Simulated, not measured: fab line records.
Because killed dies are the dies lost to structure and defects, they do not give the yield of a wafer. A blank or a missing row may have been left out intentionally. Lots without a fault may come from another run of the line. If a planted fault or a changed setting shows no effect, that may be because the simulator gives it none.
Matching of chambers + flow sky130 + SKY_FIELD_ISO_CMP_27 on cmp-02 has 4 sister chambers
The step polishes, stops on Si3N4, t overpolish 16 s, target thk 457.8 nm. 8 wafers are shown with their chamber, then 7 later ones without.

EACH WAFER AND ITS CHAMBER
| wafer  | chamber | motor current A (A) | slurry flow ml min |
|--------|---------|---------------------|--------------------|
| L998.3 | 2       | 10.1                | 149.8              |
| L105.1 | 1       | 10.5                | 150.8              |
| L105.5 | 2       | 10.0                | 150.3              |
| L106.1 | 0       | 9.6                 | 149.9              |
| L106.4 | 3       | 12.2                | 150.1              |
| L106.5 | 3       | 12.7                | 149.5              |
| L107.1 | 0       | 10.2                | 148.9              |
| L107.2 | 1       | 11.0                | 149.8              |

WAFERS WITHOUT THEIR CHAMBER
| wafer  | motor current A (A) | slurry flow ml min |
|--------|---------------------|--------------------|
| L107.6 | 10.5                | 149.2              |
| L115.1 | 10.3                | 150.2              |
| L115.4 | 10.8                | 149.8              |
| L115.6 | 12.3                | 149.8              |
| L116.1 | 10.2                | 150.3              |
| L116.2 | 9.6                 | 150.6              |
| L116.6 | 10.3                | 150.2              |

WHICH CHAMBER EACH ONE RAN IN
| wafer  | from the rows above          | in truth |
|--------|------------------------------|----------|
| L107.6 | can't be placed: 0 or 2 or 1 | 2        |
| L115.1 | can't be placed: 2 or 1 or 0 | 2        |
| L115.4 | can't be placed: 1 or 2 or 0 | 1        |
| L115.6 | 3                            | 3        |
| L116.1 | can't be placed: 2 or 1 or 0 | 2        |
| L116.2 | can't be placed: 2 or 0 or 1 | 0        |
| L116.6 | can't be placed: 2 or 1 or 0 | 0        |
Correctly placed: 1 of 7. Can't be placed from these rows: 6 (the true chamber is among the candidates in 6). 0 placed wrongly.
How it was worked out, from the rows above alone: a wafer's distance from a chamber is the root of the sum, over the readings, of the square of ((its reading less the chamber's mean) divided by the reading's scatter). The wafer belongs to the nearest chamber; if the next one is less than 2 further off, it can't be placed. The mean given for a chamber averages the wafers shown for that chamber. The scatter: the root of (the sum of the squares of (reading less its chamber's mean) over the shown wafers, divided by (wafers less chambers)).
